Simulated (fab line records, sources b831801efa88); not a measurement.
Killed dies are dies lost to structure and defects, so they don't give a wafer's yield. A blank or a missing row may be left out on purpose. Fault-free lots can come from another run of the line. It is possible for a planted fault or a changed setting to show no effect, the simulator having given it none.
A single fault, viewed from 2 desks / flow gf180mcu / numbers are kept per desk, each desk with only its own; the story behind them comes last

== AT THE METROLOGY DESK ==
Means of the sampled wafers that have a number, per lot and without regard to the tool the lot ran on: this is what the gauges read. A lot is out of limits, marked OUT, if its mean lies more than 4 standard deviations from the usual mean; the brackets give that distance.
Columns: A = TOP_METAL_ALCU_RS at GF_TOP_METAL_RS_MEAS_05, usual 0.03274 ohm/sq; B = cd-nm at GF_TOP_METAL_CD_MEAS_14, usual 438.9 nm
lot=L688; first seen here=day 27 08:40; A=0.03270; B=438.3
lot=L689; first seen here=day 27 14:50; A=0.03271; B=439.6
lot=L690; first seen here=day 27 22:47; A=0.03284; B=440.2
lot=L691; first seen here=day 28 10:46; A=0.03226; B=439.4
lot=L692; first seen here=day 28 19:31; A=0.03271; B=443.8
lot=L693; first seen here=day 28 22:14; A=0.03245; B=435.4
lot=L694; first seen here=day 29 06:13; A=0.03259; B=438.7
lot=L695; first seen here=day 29 10:16; A=0.03285; B=436.6
lot=L701; first seen here=day 31 04:10; A=0.03288; B=438.8
lot=L705; first seen here=day 32 04:01; A=0.03279; B=442.3
lot=L706; first seen here=day 32 20:16; A=0.03267; B=438.1
lot=L707; first seen here=day 32 22:22; A=0.03228; B=437.8
lot=L710; first seen here=day 33 09:51; A=0.03261; B=433.6
This desk found nothing out of limits on any of the 13 lots.

== THE TOOL OWNER'S DESK: plasma-asher-03 ==
The tool's own readings at GF_HV_LDD_STRIP_22 (strips in O2/N2): means of the sampled wafers that have a number, for each lot that ran on this tool. A lot is out of limits, marked OUT, if its mean lies more than 4 standard deviations from the usual mean; the brackets give that distance.
Columns: A = drypump-motor-current-A at GF_HV_LDD_STRIP_22, usual 5.6 A; B = heater-power-w at GF_HV_LDD_STRIP_22, usual 340 W; C = oes-product-au at GF_HV_LDD_STRIP_22, usual 0.716 a.u.; D = strip-time-to-endpoint-s at GF_HV_LDD_STRIP_22, usual 12.65 s
lot=L701; first seen here=day 14 21:33; A=5.6; B=312; C=0.716; D=12.65
lot=L705; first seen here=day 16 01:38; A=5.3; B=331; C=0.712; D=12.62
This desk found nothing out of limits on any of the 2 lots.

== PUT TOGETHER ==
The metrology desk saw nothing out of limits.
Nothing out of limits was seen by the tool owner's desk.

== WHAT THE SIMULATOR HAD INSERTED ==
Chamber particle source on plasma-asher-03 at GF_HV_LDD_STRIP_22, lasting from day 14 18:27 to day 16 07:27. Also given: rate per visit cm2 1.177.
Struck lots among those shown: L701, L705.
